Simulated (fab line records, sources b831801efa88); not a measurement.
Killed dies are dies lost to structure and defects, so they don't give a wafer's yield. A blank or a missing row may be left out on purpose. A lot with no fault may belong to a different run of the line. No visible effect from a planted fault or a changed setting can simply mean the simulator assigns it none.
fab line records	flow sky130
record lots=13	wafers=39	last_day=50
route steps=708 shown FIELD_ISO@16 PWDE@55 VT_ADJUST_LVTN@105 PAD_OPEN@708
lots that met no fault: from a run of the same line without faults
start_h: the number of hours between the record's first day and the start of the first shown wafer of the lot	wait_h: time in hours since the lot's previous step	" as in the row above	L1.1+2: one row covering several wafers at once	- no value present, or no start provided	* or withheld: withheld	< > ~ a bound
route shown NAME@n: names a module that has steps shown in the file, with the first one's number in the route	usual: the fault-free wafers' mean and standard deviation	same: alike in all rows	chamber/n: place in a boat	sites: per-site readings	_std_site: how widely they spread, as a standard deviation	_edge_site: the outer-site mean with the inner-site mean subtracted	radius_mm: for every site, how far away it sits from the centre of the wafer	mask NAME#n: copy n	behind: tool/chamber where the wafer was last shaped	hold: cause of the lot's hold/its duration in hours/its outcome	device: whichever transistor did not switch (one of n, p or np)	end of line: the tests these same wafers got at the end of their route	a step with no rows: only its recipe	killed: dies that structure and defects cost at the first sort, which is not the same as the wafer's yield	map: shows each die of a wafer: x if killed, . if not, _ if none is there
set.NAME: the setting as run; set.NAME@STEP: as run at that earlier step	model.NAME: the simulator's own value behind a step, which no gauge read
one table for each step of the route and one row for each wafer, over a sample of lots
services: a tool's chamber out of use, with start hour (start_h, from the record's first day; less than 0 if before it), hours out, and reason
## steps
# step SKY_FIELD_ISO_ETCH_15
# recipe chemistry=CHF3/O2	target_depth_nm=180	stop_on=Si	source_w=600	bias_w=200	pressure_mtorr=40	chf3_flow_sccm=50	O2_flow_sccm=5	time_s=72
# usual chf3_flow_sccm=50.00/0.16	drypump_motor_current_A=5.9/0.43	oes_product_au=0.947/0.0068	throttle_valve_pct=8.844/0.0098
lot.wafer	tool	chamber	start_h	wait_h	chf3_flow_sccm	drypump_motor_current_A	oes_product_au	rf_hours_counter_h	throttle_valve_pct
L690.1	rie_diel-01	2	31.01	0.0	49.96	5.1	0.954	8	8.835
L690.2	"	0	"	"	49.97	6.5	0.947	57	8.837
L690.4	"	3	"	"	49.97	5.4	0.947	3	8.849
L692.1	rie_diel-04	2	39.65	0.0	49.88	6.3	0.956	160	8.833
L692.2	"	1	"	"	49.92	6.0	0.947	25	8.861
L692.6	"	0	"	"	50.11	6.0	0.950	-	8.865
L694.1	rie_diel-01	3	51.71	0.0	49.67	5.4	0.940	3	8.817
L694.5	"	2	"	"	49.99	5.1	0.948	-	8.858
L694.6	"	1	"	"	50.19	5.2	0.953	-	8.856
L695.3	rie_diel-02	3	55.03	0.0	50.13	6.3	0.942	152	8.825
L695.5	"	3	"	"	49.98	6.3	0.945	-	8.839
L695.6	"	2	"	"	50.23	6.1	0.945	-	8.842
L697.2	rie_diel-01	3	66.80	0.0	49.93	5.4	0.945	4	8.844
L697.4	"	1	"	"	50.16	5.2	0.951	140	8.832
L697.6	"	2	"	"	49.80	5.2	0.948	-	8.848
L698.4	rie_diel-02	1	74.80	0.0	49.69	6.3	0.945	158	8.842
L698.5	"	0	"	"	49.56	5.8	0.944	-	8.844
L698.6	"	1	"	"	49.65	6.3	0.934	-	8.836
L700.1	rie_diel-04	1	85.70	0.0	49.88	6.0	0.944	26	8.842
L700.4	"	2	"	"	49.95	6.4	0.938	160	8.841
L700.6	"	2	"	"	50.01	6.3	0.940	-	8.843
L702.3	rie_diel-01	2	93.41	0.0	49.80	5.1	0.949	10	8.844
L702.5	"	0	"	"	49.92	6.5	0.945	-	8.841
L702.6	"	3	"	"	49.81	5.4	0.950	-	8.838
L703.2	rie_diel-01	3	103.30	0.0	50.02	5.4	0.945	4	8.837
L703.3	"	1	"	"	50.01	5.1	0.944	140	8.835
L703.6	"	3	"	"	50.35	5.4	0.937	-	8.844
L709.1	rie_diel-01	3	130.35	0.0	50.05	5.4	0.936	5	8.845
L709.2	"	0	"	"	50.13	6.5	0.957	59	8.865
L709.6	"	2	"	"	50.09	5.1	0.955	-	8.872
L711.1	rie_diel-02	3	139.90	0.0	49.97	6.3	0.946	154	8.847
L711.3	"	0	"	"	50.10	5.8	0.950	89	8.855
L711.6	"	0	"	"	49.99	5.8	0.952	-	8.846
L712.1	rie_diel-04	1	145.40	0.0	49.94	6.0	0.950	28	8.843
L712.5	"	0	"	"	49.81	6.0	0.941	-	8.844
L712.6	"	1	"	"	49.88	6.0	0.946	-	8.848
L713.2	rie_diel-02	3	149.20	0.0	49.92	6.3	0.932	154	8.827
L713.5	"	3	"	"	50.01	6.3	0.939	-	8.836
L713.6	"	2	"	"	49.70	6.1	0.942	-	8.835
# step SKY_FIELD_ISO_CMP_27
# recipe stop_on=Si3N4	t_overpolish_s=16	down_force_psi=4	platen_rpm=60	target_thk_nm=457.8	pad_velocity_m_s=0.94248
# usual motor_current_A=11.6/0.57	overpolish_run_s=16.000/0.0091	time_to_endpoint_s=113/3.4
lot.wafer	tool	chamber	start_h	wait_h	motor_current_A	overpolish_run_s	time_to_endpoint_s
L690.4	cmp-01	3	38.80	0.0	9.4	16.006	120
L690.2	"	1	"	"	10.5	15.998	120
L690.1	"	2	"	"	12.5	16.023	117
L692.1	cmp-02	2	44.68	0.1	11.5	15.995	117
L692.2	"	0	"	"	12.4	16.013	112
L692.6	"	1	"	"	10.9	15.996	115
L695.3	cmp-02	2	65.74	0.0	12.2	15.998	117
L695.6	"	2	"	"	11.9	16.003	117
L695.5	"	3	"	"	11.5	15.994	117
L694.1	cmp-02	2	66.04	0.3	11.9	15.997	115
L694.6	"	2	"	"	11.2	15.989	114
L694.5	"	3	"	"	10.8	15.996	118
L697.4	cmp-02	3	74.47	0.3	11.5	16.000	118
L697.2	"	0	"	"	11.7	15.996	116
L697.6	"	3	"	"	11.2	16.008	120
L698.4	cmp-02	1	87.51	0.0	11.5	16.001	118
L698.5	"	1	"	"	11.7	16.001	119
L698.6	"	2	"	"	12.1	16.000	114
L700.1	cmp-02	0	93.67	0.6	12.4	15.997	110
L700.4	"	2	"	"	11.7	16.001	112
L700.6	"	0	"	"	12.3	15.996	113
L702.3	cmp-02	1	98.08	0.1	12.1	15.980	115
L702.5	"	3	"	"	11.2	15.995	112
L702.6	"	0	"	"	11.6	15.982	114
L703.2	cmp-02	1	111.53	0.3	12.5	16.003	116
L703.3	"	3	"	"	11.8	15.989	114
L703.6	"	1	"	"	11.7	15.987	116
L709.1	cmp-02	3	134.77	0.0	10.9	15.990	108
L709.2	"	0	"	"	12.0	15.987	108
L709.6	"	0	"	"	11.9	15.999	115
L711.1	cmp-02	3	145.15	0.1	10.9	16.004	108
L711.3	"	0	"	"	11.8	16.006	107
L711.6	"	3	"	"	11.7	16.002	105
L712.1	cmp-02	1	149.80	0.3	11.9	15.988	112
L712.6	"	2	"	"	12.0	15.995	113
L712.5	"	3	"	"	11.9	16.002	110
L713.2	cmp-01	2	154.12	0.1	12.1	15.989	113
L713.5	"	1	"	"	11.0	15.995	112
L713.6	"	2	"	"	11.5	16.003	107
# step SKY_PWDE_TW_MEAS_10
# usual PWDE_TW=374/4.2
lot.wafer	tool	chamber	start_h	wait_h	PWDE_TW
L690.1	film_metro-01	-	72.23	0.1	369
L690.2	"	-	"	"	371
L690.4	"	-	"	"	369
L692.1	film_metro-01	-	82.30	0.1	370
L692.2	"	-	"	"	371
L692.6	"	-	"	"	371
L694.1	film_metro-02	-	105.50	0.1	371
L694.5	"	-	"	"	371
L694.6	"	-	"	"	370
L695.3	film_metro-04	-	105.87	0.1	381
L695.5	"	-	"	"	381
L695.6	"	-	"	"	381
L697.2	film_metro-04	-	114.49	0.1	379
L697.4	"	-	"	"	382
L697.6	"	-	"	"	380
L698.4	film_metro-04	-	127.46	0.1	379
L698.5	"	-	"	"	380
L698.6	"	-	"	"	380
L700.1	film_metro-04	-	132.22	0.1	377
L700.4	"	-	"	"	377
L700.6	"	-	"	"	377
L702.3	film_metro-04	-	136.34	0.1	379
L702.5	"	-	"	"	377
L702.6	"	-	"	"	380
L703.2	film_metro-04	-	154.44	0.1	378
L703.3	"	-	"	"	377
L703.6	"	-	"	"	378
L709.1	film_metro-04	-	177.73	0.1	378
L709.2	"	-	"	"	376
L709.6	"	-	"	"	377
L711.1	film_metro-02	-	189.15	0.1	370
L711.3	"	-	"	"	368
L711.6	"	-	"	"	369
L712.1	film_metro-01	-	193.37	0.1	370
L712.5	"	-	"	"	370
L712.6	"	-	"	"	369
L713.2	film_metro-01	-	198.41	0.1	369
L713.5	"	-	"	"	372
L713.6	"	-	"	"	371
# step SKY_VT_ADJUST_LVTN_IMPLANT_08
# recipe species=B	energy_kev=30	dose_cm2=1.57e+12	tilt_deg=withheld
# usual dose_ions_cm2=1.5699e+12/1.5e+09	faraday_current_uA=8.88/0.17
lot.wafer	tool	chamber	start_h	wait_h	dose_ions_cm2	faraday_current_uA
L690.1	implanter-03	0	142.87	0.0	1.5691e+12	8.85
L690.2	"	0	"	"	1.5701e+12	8.54
L690.4	"	0	"	"	1.567e+12	8.86
L692.1	implanter-03	0	155.45	0.0	1.5695e+12	9.29
L692.2	"	0	"	"	1.5693e+12	9.22
L692.6	"	0	"	"	1.57e+12	8.95
L694.1	implanter-01	0	181.67	0.0	1.571e+12	8.71
L694.5	"	0	"	"	1.5721e+12	8.78
L694.6	"	0	"	"	1.5684e+12	9.03
L695.3	implanter-02	0	183.62	0.1	1.5707e+12	8.61
L695.5	"	0	"	"	1.5684e+12	8.60
L695.6	"	0	"	"	1.5694e+12	8.95
L697.2	implanter-03	0	193.80	0.0	1.5692e+12	9.19
L697.4	"	0	"	"	1.5715e+12	8.81
L697.6	"	0	"	"	1.57e+12	8.93
L698.4	implanter-02	0	210.15	0.1	1.5728e+12	9.00
L698.5	"	0	"	"	1.574e+12	8.74
L698.6	"	0	"	"	1.5708e+12	8.72
L700.1	implanter-02	0	215.50	0.0	1.5691e+12	9.06
L700.4	"	0	"	"	1.5688e+12	8.86
L700.6	"	0	"	"	1.5691e+12	9.14
L702.3	implanter-02	0	221.05	0.1	1.7037e+12	9.57
L702.5	"	0	"	"	1.702e+12	9.67
L702.6	"	0	"	"	1.7033e+12	9.68
L703.2	implanter-02	0	240.72	0.0	1.7074e+12	9.40
L703.3	"	0	"	"	1.7062e+12	9.67
L703.6	"	0	"	"	1.7073e+12	9.78
L709.1	implanter-01	0	269.72	0.0	1.567e+12	8.86
L709.2	"	0	"	"	1.5707e+12	9.17
L709.6	"	0	"	"	1.5677e+12	9.02
L711.1	implanter-03	0	282.47	0.0	1.5693e+12	8.75
L711.3	"	0	"	"	1.5707e+12	8.90
L711.6	"	0	"	"	1.5698e+12	8.56
L712.1	implanter-01	0	286.47	0.0	1.5681e+12	8.93
L712.5	"	0	"	"	1.5689e+12	8.79
L712.6	"	0	"	"	1.5697e+12	8.97
L713.2	implanter-03	0	293.52	0.0	1.5712e+12	8.44
L713.5	"	0	"	"	1.5705e+12	8.72
L713.6	"	0	"	"	1.571e+12	9.08
# step SKY_PAD_OPEN_PROBE_99
# usual killed_at_M0_to_M3=43/6.9	killed_at_M4_up=3.0/1.8	killed_at_contacts=24/4.8	killed_at_front_end=15/4.5	killed_at_other=0.4/0.67	killed_dies=86/9.2	killed_open=46/6.9	killed_short=39/6
# same gross_dies=492	killed_at_back_side=0
lot.wafer	tool	chamber	start_h	wait_h	killed_at_M0_to_M3	killed_at_M4_up	killed_at_contacts	killed_at_front_end	killed_at_other	killed_dies	killed_open	killed_short
L690.1	prober-02	-	1075.55	0.1	55	3	33	18	1	110	65	45
L690.2	prober-02	-	1075.60	0.1	54	4	32	10	1	101	49	52
L690.4	prober-02	-	1075.70	0.2	49	0	35	12	0	96	60	36
L692.1	prober-02	-	1089.36	0.1	48	3	19	22	0	92	44	47
L692.2	prober-02	-	1089.41	0.1	36	1	30	24	3	94	56	36
L692.6	prober-02	-	1089.61	0.2	44	2	23	12	0	81	37	43
L694.1	prober-02	-	1117.38	0.1	40	3	26	12	1	82	37	44
L694.5	prober-02	-	1117.58	0.2	34	1	23	19	2	79	36	40
L694.6	prober-02	-	1117.63	0.2	44	0	16	19	2	81	38	41
L695.3	prober-01	-	1122.32	0.2	42	3	23	15	0	83	47	36
L695.5	prober-01	-	1122.42	0.2	50	2	26	6	0	84	44	40
L695.6	prober-01	-	1122.47	0.2	49	3	20	16	1	89	45	43
L697.2	prober-02	-	1126.52	0.1	35	3	40	14	0	92	47	45
L697.4	prober-02	-	1126.62	0.2	22	2	17	8	0	49	29	20
L697.6	prober-02	-	1126.72	0.2	28	2	31	18	1	80	46	33
L698.4	prober-02	-	1142.54	0.2	48	2	20	13	1	84	49	35
L698.5	prober-02	-	1142.59	0.2	52	2	24	7	0	85	48	36
L698.6	prober-02	-	1142.64	0.2	36	2	32	16	0	86	51	34
L700.1	prober-01	-	1144.57	0.1	56	7	28	7	1	99	59	39
L700.4	prober-01	-	1144.72	0.2	47	3	21	10	0	81	49	31
L700.6	prober-01	-	1144.82	0.2	45	2	25	13	0	85	47	37
L702.3	prober-02	-	1154.02	0.2	51	3	25	20	0	99	60	39
L702.5	prober-02	-	1154.12	0.2	53	3	27	7	0	90	48	42
L702.6	prober-02	-	1154.17	0.2	39	4	24	22	0	89	45	43
L703.2	prober-01	-	1165.82	0.1	41	7	29	21	2	100	60	40
L703.3	prober-01	-	1165.87	0.2	43	6	27	20	0	96	49	47
L703.6	prober-01	-	1166.02	0.2	48	2	23	18	1	92	46	46
L709.1	prober-02	-	1183.62	0.1	45	3	25	18	1	92	51	41
L709.2	prober-02	-	1183.67	0.1	53	2	17	10	0	82	47	35
L709.6	prober-02	-	1183.87	0.2	40	2	20	13	1	76	37	39
L711.1	prober-02	-	1198.34	0.1	43	3	31	14	1	92	45	45
L711.3	prober-02	-	1198.44	0.2	31	2	22	11	1	67	33	33
L711.6	prober-02	-	1198.59	0.2	43	3	21	14	0	81	42	37
L712.1	prober-01	-	1199.71	0.1	57	1	25	16	2	101	57	42
L712.5	prober-01	-	1199.91	0.2	46	3	35	11	0	95	51	43
L712.6	prober-01	-	1199.96	0.2	55	3	22	18	1	99	51	47
L713.2	prober-02	-	1199.89	0.1	39	2	26	19	1	87	39	46
L713.5	prober-02	-	1200.04	0.2	48	1	27	19	1	96	52	44
L713.6	prober-02	-	1200.09	0.2	32	3	18	14	0	67	39	28
# killed by level:class
L690.1 CONTACT:geometric_particle:open=18 VIA3:geometric_particle:open=10 LI_CONTACT:geometric_particle:open=10 VIA1:geometric_particle:open=8 VIA1:geometric_particle:short=7 METAL2:geometric_particle:short=7 VIA2:geometric_particle:open=7 POLY_GATE:geometric_particle:short=6
L690.2 CONTACT:geometric_particle:open=11 VIA1:geometric_particle:open=11 VIA2:geometric_particle:open=10 VIA1:geometric_particle:short=9 CONTACT:geometric_particle:short=8 LI_CONTACT:geometric_particle:open=6 METAL1:geometric_particle:short=6 METAL2:geometric_particle:short=6
L690.4 VIA1:geometric_particle:open=17 CONTACT:geometric_particle:open=14 LI_CONTACT:geometric_particle:open=8 VIA3:geometric_particle:open=6 VIA1:geometric_particle:short=6 LOCAL_INTERCONNECT:geometric_particle:short=5 POLY_GATE:geometric_particle:open=4 METAL1:geometric_particle:short=4
L692.1 VIA1:geometric_particle:open=9 VIA3:geometric_particle:open=7 POLY_GATE:geometric_particle:open=7 VIA2:geometric_particle:open=7 POLY_GATE:geometric_particle:short=6 METAL1:geometric_particle:short=6 METAL2:geometric_particle:short=6 VIA3:geometric_particle:short=6
L692.2 CONTACT:geometric_particle:open=17 VIA1:geometric_particle:open=9 POLY_GATE:geometric_particle:open=7 POLY_GATE:geometric_particle:short=6 METAL2:geometric_particle:short=5 FIELD_ISO:geometric_particle:open=4 VIA3:geometric_particle:open=4 METAL1:geometric_particle:short=4
L692.6 VIA1:geometric_particle:open=10 VIA2:geometric_particle:open=8 CONTACT:geometric_particle:open=7 VIA1:geometric_particle:short=7 LOCAL_INTERCONNECT:geometric_particle:short=6 METAL1:geometric_particle:short=6 LI_CONTACT:geometric_particle:short=4 METAL3:geometric_particle:short=4
L694.1 LI_CONTACT:geometric_particle:open=10 VIA1:geometric_particle:open=9 METAL2:geometric_particle:short=7 FIELD_ISO:geometric_particle:short=6 VIA1:geometric_particle:short=6 CONTACT:geometric_particle:short=5 VIA2:geometric_particle:open=5 CONTACT:geometric_particle:open=4
L694.5 CONTACT:geometric_particle:short=8 POLY_GATE:geometric_particle:open=6 VIA1:geometric_particle:open=6 VIA2:geometric_particle:open=6 METAL2:geometric_particle:short=5 POLY_GATE:geometric_particle:short=4 LI_CONTACT:geometric_particle:open=4 CONTACT:geometric_particle:open=4
L694.6 FIELD_ISO:geometric_particle:short=8 VIA2:geometric_particle:open=8 METAL1:geometric_particle:short=7 METAL2:geometric_particle:short=6 VIA2:geometric_particle:short=6 LI_CONTACT:geometric_particle:open=5 VIA3:geometric_particle:open=5 VIA1:geometric_particle:open=5
L695.3 VIA1:geometric_particle:open=10 VIA2:geometric_particle:open=9 CONTACT:geometric_particle:open=7 LI_CONTACT:geometric_particle:open=6 METAL1:geometric_particle:short=6 LOCAL_INTERCONNECT:geometric_particle:short=5 FIELD_ISO:geometric_particle:short=4 FIELD_ISO:geometric_particle:open=4
L695.5 VIA1:geometric_particle:open=9 CONTACT:geometric_particle:open=8 VIA3:geometric_particle:open=8 METAL2:geometric_particle:short=7 LOCAL_INTERCONNECT:geometric_particle:short=7 METAL1:geometric_particle:short=6 CONTACT:geometric_particle:short=5 VIA2:geometric_particle:open=5
L695.6 VIA1:geometric_particle:open=11 METAL2:geometric_particle:short=10 VIA3:geometric_particle:open=8 CONTACT:geometric_particle:open=6 VIA2:geometric_particle:open=6 FIELD_ISO:geometric_particle:short=5 VIA1:geometric_particle:short=5 LOCAL_INTERCONNECT:geometric_particle:short=4
L697.2 CONTACT:geometric_particle:open=11 LI_CONTACT:geometric_particle:open=9 VIA3:geometric_particle:open=9 LOCAL_INTERCONNECT:geometric_particle:short=8 CONTACT:geometric_particle:short=7 FIELD_ISO:geometric_particle:short=5 VIA1:geometric_particle:open=5 FIELD_ISO:geometric_particle:open=4
L697.4 CONTACT:geometric_particle:open=8 LOCAL_INTERCONNECT:geometric_particle:short=5 VIA1:geometric_particle:open=5 VIA3:geometric_particle:open=4 METAL1:geometric_particle:short=3 VIA1:geometric_particle:short=3 VIA2:geometric_particle:open=3 FIELD_ISO:geometric_particle:open=2
L697.6 CONTACT:geometric_particle:open=11 LI_CONTACT:geometric_particle:open=7 VIA1:geometric_particle:open=7 FIELD_ISO:geometric_particle:open=6 LOCAL_INTERCONNECT:geometric_particle:short=5 POLY_GATE:geometric_particle:short=4 METAL1:geometric_particle:short=4 VIA2:geometric_particle:open=4
L698.4 VIA1:geometric_particle:open=12 VIA3:geometric_particle:open=9 LI_CONTACT:geometric_particle:open=8 CONTACT:geometric_particle:open=7 VIA1:geometric_particle:short=6 FIELD_ISO:geometric_particle:short=5 VIA3:geometric_particle:short=5 POLY_GATE:geometric_particle:open=4
L698.5 VIA1:geometric_particle:open=12 VIA3:geometric_particle:open=10 CONTACT:geometric_particle:open=9 METAL2:geometric_particle:short=7 VIA2:geometric_particle:open=5 LI_CONTACT:geometric_particle:open=5 VIA1:geometric_particle:short=5 VIA3:geometric_particle:short=5
L698.6 CONTACT:geometric_particle:open=12 VIA1:geometric_particle:open=11 VIA1:geometric_particle:short=7 LI_CONTACT:geometric_particle:open=7 VIA2:geometric_particle:open=7 LOCAL_INTERCONNECT:geometric_particle:short=5 CONTACT:geometric_particle:short=5 FIELD_ISO:geometric_particle:short=4
L700.1 VIA1:geometric_particle:open=13 CONTACT:geometric_particle:open=12 VIA2:geometric_particle:open=8 VIA3:geometric_particle:open=8 LI_CONTACT:geometric_particle:open=7 VIA1:geometric_particle:short=7 CONTACT:geometric_particle:short=6 VIA2:geometric_particle:short=5
L700.4 VIA1:geometric_particle:open=16 LI_CONTACT:geometric_particle:open=8 VIA3:geometric_particle:open=7 CONTACT:geometric_particle:open=6 VIA1:geometric_particle:short=5 METAL2:geometric_particle:short=5 POLY_GATE:geometric_particle:open=4 LOCAL_INTERCONNECT:geometric_particle:short=4
L700.6 VIA3:geometric_particle:open=10 VIA2:geometric_particle:open=8 LI_CONTACT:geometric_particle:open=7 VIA3:geometric_particle:short=6 LOCAL_INTERCONNECT:geometric_particle:short=6 CONTACT:geometric_particle:open=6 VIA1:geometric_particle:short=6 VIA1:geometric_particle:open=6
L702.3 CONTACT:geometric_particle:open=15 VIA2:geometric_particle:open=10 VIA3:geometric_particle:open=9 FIELD_ISO:geometric_particle:short=7 LI_CONTACT:geometric_particle:open=6 POLY_GATE:geometric_particle:open=5 VIA1:geometric_particle:short=5 METAL2:geometric_particle:short=5
L702.5 VIA2:geometric_particle:open=15 VIA1:geometric_particle:open=11 LOCAL_INTERCONNECT:geometric_particle:short=8 CONTACT:geometric_particle:open=7 LI_CONTACT:geometric_particle:open=6 VIA1:geometric_particle:short=6 CONTACT:geometric_particle:short=5 VIA3:geometric_particle:open=5
L702.6 CONTACT:geometric_particle:open=12 VIA1:geometric_particle:open=8 METAL2:geometric_particle:short=8 FIELD_ISO:geometric_particle:open=7 POLY_GATE:geometric_particle:open=6 CONTACT:geometric_particle:short=6 POLY_GATE:geometric_particle:short=5 VIA3:geometric_particle:open=5
L703.2 CONTACT:geometric_particle:open=10 VIA1:geometric_particle:open=10 VIA3:geometric_particle:open=8 VIA2:geometric_particle:open=7 LI_CONTACT:geometric_particle:open=6 CONTACT:geometric_particle:short=6 METAL4:geometric_particle:short=5 SPACER:geometric_particle:open=4
L703.3 VIA1:geometric_particle:open=12 LOCAL_INTERCONNECT:geometric_particle:short=8 LI_CONTACT:geometric_particle:short=6 SPACER:geometric_particle:open=6 VIA1:geometric_particle:short=6 VIA3:geometric_particle:short=6 VIA3:geometric_particle:open=6 LI_CONTACT:geometric_particle:open=5
L703.6 VIA1:geometric_particle:open=13 VIA3:geometric_particle:open=8 LOCAL_INTERCONNECT:geometric_particle:short=7 CONTACT:geometric_particle:open=7 VIA1:geometric_particle:short=7 METAL2:geometric_particle:short=7 FIELD_ISO:geometric_particle:short=6 LI_CONTACT:geometric_particle:short=4
L709.1 VIA1:geometric_particle:open=17 CONTACT:geometric_particle:short=8 CONTACT:geometric_particle:open=7 VIA3:geometric_particle:open=7 POLY_GATE:geometric_particle:open=6 LI_CONTACT:geometric_particle:open=6 POLY_GATE:geometric_particle:short=5 METAL1:geometric_particle:short=5
L709.2 VIA1:geometric_particle:open=10 VIA2:geometric_particle:open=9 LI_CONTACT:geometric_particle:open=7 CONTACT:geometric_particle:open=7 METAL1:geometric_particle:short=7 METAL2:geometric_particle:short=7 VIA1:geometric_particle:short=6 VIA3:geometric_particle:open=5
L709.6 VIA2:geometric_particle:open=11 LI_CONTACT:geometric_particle:open=9 METAL1:geometric_particle:short=6 METAL2:geometric_particle:short=6 VIA1:geometric_particle:short=5 VIA2:geometric_particle:short=5 CONTACT:geometric_particle:open=4 VIA1:geometric_particle:open=4
L711.1 VIA1:geometric_particle:short=8 LI_CONTACT:geometric_particle:open=8 LOCAL_INTERCONNECT:geometric_particle:short=7 CONTACT:geometric_particle:open=7 VIA1:geometric_particle:open=6 VIA2:geometric_particle:open=6 METAL2:geometric_particle:short=5 VIA3:geometric_particle:open=5
L711.3 VIA1:geometric_particle:open=10 CONTACT:geometric_particle:open=8 FIELD_ISO:geometric_particle:short=6 VIA2:geometric_particle:short=5 LI_CONTACT:geometric_particle:open=4 METAL1:geometric_particle:short=4 LI_CONTACT:geometric_particle:short=3 LOCAL_INTERCONNECT:geometric_particle:short=3
L711.6 VIA1:geometric_particle:open=9 VIA2:geometric_particle:open=9 CONTACT:geometric_particle:open=7 CONTACT:geometric_particle:short=6 VIA1:geometric_particle:short=5 METAL2:geometric_particle:short=5 FIELD_ISO:geometric_particle:short=4 METAL1:geometric_particle:short=4
L712.1 VIA1:geometric_particle:open=15 VIA2:geometric_particle:open=11 CONTACT:geometric_particle:short=10 CONTACT:geometric_particle:open=8 METAL2:geometric_particle:short=5 LI_CONTACT:geometric_particle:open=5 METAL1:geometric_particle:short=5 VIA3:geometric_particle:open=4
L713.2 LI_CONTACT:geometric_particle:open=9 METAL1:geometric_particle:short=8 POLY_GATE:geometric_particle:short=7 VIA1:geometric_particle:open=7 CONTACT:geometric_particle:short=6 CONTACT:geometric_particle:open=6 VIA1:geometric_particle:short=6 FIELD_ISO:geometric_particle:short=4
L712.5 LI_CONTACT:geometric_particle:open=12 CONTACT:geometric_particle:open=12 VIA1:geometric_particle:short=8 VIA1:geometric_particle:open=8 VIA2:geometric_particle:open=6 FIELD_ISO:geometric_particle:short=5 LOCAL_INTERCONNECT:geometric_particle:short=5 CONTACT:geometric_particle:short=5
L712.6 METAL1:geometric_particle:short=13 CONTACT:geometric_particle:open=12 VIA1:geometric_particle:open=10 FIELD_ISO:geometric_particle:short=8 VIA3:geometric_particle:open=8 METAL1:geometric_particle:open=6 VIA2:geometric_particle:open=4 METAL3:geometric_particle:short=4
L713.5 VIA1:geometric_particle:open=13 CONTACT:geometric_particle:open=9 METAL2:geometric_particle:short=9 LI_CONTACT:geometric_particle:open=8 METAL1:geometric_particle:short=7 VIA2:geometric_particle:open=7 FIELD_ISO:geometric_particle:short=5 FIELD_ISO:geometric_particle:open=5
L713.6 VIA2:geometric_particle:open=7 LI_CONTACT:geometric_particle:open=6 VIA1:geometric_particle:short=6 METAL2:geometric_particle:short=6 FIELD_ISO:geometric_particle:open=4 VIA1:geometric_particle:open=4 CONTACT:geometric_particle:open=4 VIA3:geometric_particle:open=4
## services
tool	chamber	start_h	hours	kind
rie_diel-02	1	32.65	2.4	repair
rie_diel-01	0	39.24	1.2	repair
rie_diel-04	-	40.14	0.4	repair
implanter-02	-	47.82	13.1	pm
cmp-01	-	54.22	3.0	repair
cmp-01	-	64.13	4.0	pm
rie_diel-01	-	67.05	2.8	pm
cmp-01	-	67.49	74.2	repair
implanter-02	-	69.95	38.9	repair
cmp-01	-	74.40	0.7	repair
rie_diel-02	3	77.12	8.1	repair
implanter-01	-	78.18	3.7	repair
cmp-01	-	141.69	8.3	pm
rie_diel-01	-	149.55	0.2	repair
cmp-02	-	150.03	7.9	pm
rie_diel-01	-	150.11	0.4	repair
implanter-02	-	153.82	4.1	repair
cmp-02	-	194.93	1.6	repair
cmp-01	-	198.39	1.5	repair
implanter-02	-	202.33	3.8	repair
rie_diel-04	2	208.29	2.0	repair
cmp-02	-	210.89	5.0	pm
cmp-02	-	232.00	4.0	pm
rie_diel-01	2	249.22	13.2	repair
## key
first_sign step=SKY_VT_ADJUST_LVTN_IMPLANT_08	reading=dose_ions_cm2	direction=up	sigmas=88	usual=*	struck=*
effect step=SKY_VT_ADJUST_LVTN_IMPLANT_08	reading=faraday_current_uA	direction=up	sigmas=4.4	usual=8.88	struck=9.63
met_at SKY_VT_ADJUST_LVTN_IMPLANT_08
struck_lots L702,L703
tester_left_out L702,L703
not_acting_at SKY_FIELD_ISO_ETCH_15,SKY_FIELD_ISO_CMP_27,SKY_PWDE_TW_MEAS_10
onset_between 215.50 221.05
fault kind=process_parameter_drift	tool=implanter-02	chamber=-	onset_h=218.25	steps=SKY_VT_ADJUST_LVTN_IMPLANT_08	channel=dose_cm2	offset=*	shape=step	end_h=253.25	acts_in=*	stated=*
# tester_left_out: of these lots the tester's yield and bins aren't shown, on N5 and GAA mostly nor the transistor test; their killed dies are dies lost to structure and defects alone, not to doping, threshold or leakage, so they don't give the yield
